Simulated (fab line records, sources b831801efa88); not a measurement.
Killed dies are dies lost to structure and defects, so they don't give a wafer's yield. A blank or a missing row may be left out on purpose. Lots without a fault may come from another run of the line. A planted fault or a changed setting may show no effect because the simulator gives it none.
A struck lot beside a sound one | flow sky130 | 34 steps out of a route of 708
Sound: wafers L895.1, L895.2, L895.5. Struck: wafers L883.2, L883.4, L883.6. The cause comes at the end.
At each step with rows: each side's tool, then ch and its chambers, then its first start. Under that, the readings that differ: sound wafers | struck wafers | difference of the means | sigmas: that difference in standard deviations of wafers without a fault.
alike: readings whose means differ by less than 2 such deviations, and words and numbers that are the same on both sides. not compared: withheld readings, readings that some wafer has no value for, bounds like >300 that may hide the same value, and numbers for which the record gives no deviation and whose values overlap.
The two part at a step that has a row with sigmas, a row that says differs or no value, or rows on one side only. Numbers that don't overlap but have no deviation are shown without sigmas and don't part them. A reading that every wafer of one side lacks parts them only if that side has two wafers or more.

first, 7 steps without rows for these wafers: SKY_SONOS_TUNNEL_DEVELOP_06 (develop time 60 s); SKY_SONOS_TUNNEL_IMPLANT_09; SKY_SONOS_TUNNEL_WET_ETCH_10 (etches SiO2 in dHF, target depth 14 nm, time 280 s); SKY_SONOS_TUNNEL_STRIP_11 (strips in SPM, time 600 s); SKY_SONOS_TUNNEL_CLEAN_13 (cleans in dHF, time 20 s); SKY_SONOS_ONO_OXIDATION_00 (stabilise 600 s, purge 300 s, target thk 2.6 nm); SKY_SONOS_ONO_CVD_02 (deposits Si3N4 from DCS/NH3, target thk 10.5 nm, time 180 s).
SKY_SONOS_ONO_CVD_04: deposits SiO2 from SiH4/N2O, target thk 5.7199 nm.
  sound on lpcvd-03 ch 0, day 17 08:00; struck on lpcvd-03 ch 1, day 13 07:16
  reading                                    | sound             | struck            | difference | sigmas
  spike_tc_bottom_C (C)                      | 916.7 916.2 917.0 | 944.9 945.6 946.8 | +29.1      | +14
  spike_tc_centre_C (C)                      | 899.3 898.4 897.5 | 925.3 926.3 927.5 | +28.0      | +20
  spike_tc_lower_C (C)                       | 900.9 901.1 902.0 | 928.4 927.8 926.9 | +26.4      | +28
  spike_tc_top_C (C)                         | 910 911 911       | 943 943 943       | +32        | +9
  spike_tc_upper_C (C)                       | 902.8 902.1 901.7 | 924.5 923.5 925.0 | +22.1      | +16
  susceptor_temp_C (C)                       | 900.2 899.6 899.9 | 925.8 926.5 926.2 | +26.3      | +73
  zone_power_lower_pct (%)                   | 17.76 17.92 17.91 | 19.19 19.16 19.26 | +1.34      | +7
  zone_power_upper_pct (%)                   | 18.7 18.8 18.5    | 20.0 20.5 20.4    | +1.6       | +5
  model.SiO2_of_SONOS_ONO_CVD_04.thk_nm (nm) | 5.824 5.835 5.837 | 8.358 8.467 8.34  | +2.556     |
SKY_SONOS_ONO_THK_MEAS_05:
  sound on film_metro-03, day 17 09:15; struck on film_metro-04, day 13 08:31
  reading                   | sound          | struck         | difference | sigmas
  SONOS_ONO_CVD_04_THK (nm) | 5.85 5.83 5.84 | 8.29 8.49 8.35 | +2.54      | +23
then, 23 steps without rows for these wafers: SKY_SONOS_ONO_DEHYDRATE_06 (time 60 s); SKY_SONOS_ONO_HMDS_07 (prime time 60 s); SKY_SONOS_ONO_COAT_08 (resist thk 1140 nm); SKY_SONOS_ONO_SOFTBAKE_09 (time 60 s); SKY_SONOS_ONO_EXPOSE_10 (exposes mask ONOM, target cd 410 nm); SKY_SONOS_ONO_PEB_11; SKY_SONOS_ONO_DEVELOP_12 (develop time 60 s); SKY_SONOS_ONO_ETCH_15 (etches the open film in CHF3/O2, target depth 19.52 nm, time 7.8 s); SKY_SONOS_ONO_WET_ETCH_16 (etches SiO2 in dHF, target depth 14 nm, time 280 s); SKY_SONOS_ONO_STRIP_17 (strips in O2/N2); SKY_SONOS_ONO_WET_ETCH_18 (etches Si3N4 in H3PO4, target depth 15 nm, time 172 s); SKY_GATE_OXIDE_CLEAN_00 (cleans in SC1/SC2, time 150 s); SKY_GATE_OXIDE_OXIDATION_01 (stabilise 600 s, purge 300 s, target thk 10.268 nm); SKY_GATE_OXIDE_DEHYDRATE_03 (time 60 s); SKY_GATE_OXIDE_HMDS_04 (prime time 60 s); SKY_GATE_OXIDE_COAT_05 (resist thk 1140 nm); SKY_GATE_OXIDE_SOFTBAKE_06 (time 60 s); SKY_GATE_OXIDE_EXPOSE_07 (exposes mask LVOM, target cd 600 nm); SKY_GATE_OXIDE_PEB_08; SKY_GATE_OXIDE_DEVELOP_09 (develop time 60 s); SKY_GATE_OXIDE_IMPLANT_11; SKY_GATE_OXIDE_WET_ETCH_12 (etches SiO2 in dHF, target depth 16.8 nm, time 336 s); SKY_GATE_OXIDE_STRIP_13 (strips in O2/N2).
-- the record jumps here: 2 days lie between the struck wafers' starts before and after --
SKY_GATE_OXIDE_CLEAN_15: cleans in SC1/SC2, time 150 s.
  sound on wet_bench-03 ch 0, day 19 23:52; struck on wet_bench-04 ch 0, day 15 15:50
  reading                                    | sound             | struck            | difference | sigmas
  model.SiO2_of_SONOS_ONO_CVD_04.thk_nm (nm) | 4.278 4.296 4.296 | 6.835 6.942 6.815 | +2.574     |
SKY_PAD_OPEN_PROBE_99:
  the record has rows for the sound wafers here (prober-01, day 49 21:46) and none for the struck ones

WHERE THEY PART
First at SKY_SONOS_ONO_CVD_04; last, within this record, at SKY_PAD_OPEN_PROBE_99.

WHY: what the simulator had put in
Process parameter drift: lpcvd-03, from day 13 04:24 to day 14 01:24, at SKY_SONOS_ONO_CVD_04. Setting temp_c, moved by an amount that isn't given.
